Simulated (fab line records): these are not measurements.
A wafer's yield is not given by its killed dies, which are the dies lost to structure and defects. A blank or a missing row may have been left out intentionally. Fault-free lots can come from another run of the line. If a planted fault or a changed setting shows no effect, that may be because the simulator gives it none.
The tool behind it: which one? | flow gf180mcu | 14 lots with 42 wafers sampled at 2 steps, on a route of 602 steps

== WHAT EACH GAUGE READ, for each wafer ==
GF_PSD_OVL_MEAS_08.
lot  | measured     | on         | PSD_OVL (nm)
L263 | day 14 06:27 | overlay-02 | 1.9 3.5 4.0
L264 | day 14 12:43 | overlay-02 | 0.1 0.8 -0.1
L266 | day 15 11:45 | overlay-01 | 0.4 -0.2 -1.0
L267 | day 15 16:05 | overlay-02 | -0.7 -0.2 0.9
L268 | day 15 21:20 | overlay-01 | 0.7 0.9 1.7
L270 | day 16 18:53 | overlay-02 | -2.3 -2.1 -1.6
L271 | day 16 21:57 | overlay-01 | 0.4 2.3 1.7
L272 | day 17 10:05 | overlay-02 | -2.2 -1.2 -1.2
L273 | day 17 17:46 | overlay-02 | 1.9 -2.7 -0.6
L274 | day 18 00:54 | overlay-01 | -0.4 -1.1 1.0
L277 | day 19 00:52 | overlay-01 | - - -
L278 | day 19 15:50 | overlay-02 | - - -
L279 | day 19 18:43 | overlay-02 | -1.5 0.5 -1.3
L286 | day 22 10:40 | overlay-02 | 2.0 1.0 0.4

== TOOL THAT RAN EACH LOT (tool first, then ch and the chambers of the sampled wafers, then the start) ==
lot  | GF_PSD_EXPOSE_04
L263 | iline-stepper-01 ch 0, day 13 20:15
L264 | iline-stepper-01 ch 0, day 14 02:14
L266 | iline-stepper-02 ch 0, day 15 01:17
L267 | iline-stepper-02 ch 0, day 15 06:01
L268 | iline-stepper-01 ch 0, day 15 11:10
L270 | iline-stepper-02 ch 0, day 16 08:11
L271 | iline-stepper-02 ch 0, day 16 11:19
L272 | iline-stepper-02 ch 0, day 16 23:22
L273 | iline-stepper-02 ch 0, day 17 06:17
L274 | iline-stepper-02 ch 0, day 17 13:29
L277 | iline-stepper-01, day 18 12:52
L278 | iline-stepper-02, day 19 03:55
L279 | iline-stepper-02 ch 0, day 19 06:41
L286 | iline-stepper-02 ch 0, day 21 23:08
- GF_PSD_EXPOSE_04: exposes mask Pplus, target cd 400 nm.

== WHAT THE TOOLS THEMSELVES READ (means of the sampled wafers that have a number; where no wafer has one, the mark that the record gives instead) ==
GF_PSD_EXPOSE_04.
lot  | tool             | exposure-dose-mJ-cm2 | focus-offset-nm (nm) | reticle-temp-C (C)
L263 | iline-stepper-01 | 141.15               | 0.0                  | 23.19
L264 | iline-stepper-01 | 141.02               | 0.2                  | 23.23
L266 | iline-stepper-02 | 141.21               | 0.5                  | 23.06
L267 | iline-stepper-02 | 141.25               | 0.2                  | 22.94
L268 | iline-stepper-01 | 140.98               | -0.4                 | 23.11
L270 | iline-stepper-02 | 141.11               | -0.2                 | 22.80
L271 | iline-stepper-02 | 141.20               | -0.8                 | 22.98
L272 | iline-stepper-02 | 140.98               | 0.1                  | 23.07
L273 | iline-stepper-02 | 141.15               | 0.5                  | 23.05
L274 | iline-stepper-02 | 141.13               | -0.4                 | 23.13
L277 | iline-stepper-01 | -                    | -                    | -
L278 | iline-stepper-02 | -                    | -                    | -
L279 | iline-stepper-02 | 141.03               | -0.6                 | 22.80
L286 | iline-stepper-02 | 141.18               | -0.3                 | 22.91

== THE ANSWER, worked out from the rows above alone ==
Rule: the usual values come from the lots themselves. The widest of any qualifying gaps counts: lots, ordered by their means at a reading, are off when they make up no more than a third of the lots, leave a main group of 4 or more, and stand apart from it by 3 or more times the standard deviation of that group's means. A main group whose means are all the same, to the digits that the tables above print for the reading, isn't used. A lot without any number at a reading at which 4 lots or more have one is off too. The other lots that the step has rows for count as sound. After the gauges, taken in route order, come the tools' own readings; for these a lot's mean is taken, as printed above. The first step at which some lot is off is used, and at that step the reading that is off furthest; a lot without a number counts as furthest.
Off: L277, L278, seen at GF_PSD_OVL_MEAS_08 (PSD_OVL). Without a number there: L277, L278. Main group: mean 0.2 nm, sd 1.3.
A tool fits if, at a process step before that reading, it ran every lot that is off, and no sound lot after the first of them. Not tried: the gauges at GF_PSD_OVL_MEAS_08; whatever is off there is also off at GF_PSD_EXPOSE_04, on other tools, and gauge error can't account for it. No candidate that was tried fits.

== WHAT WAS PUT IN BY THE SIMULATOR ==
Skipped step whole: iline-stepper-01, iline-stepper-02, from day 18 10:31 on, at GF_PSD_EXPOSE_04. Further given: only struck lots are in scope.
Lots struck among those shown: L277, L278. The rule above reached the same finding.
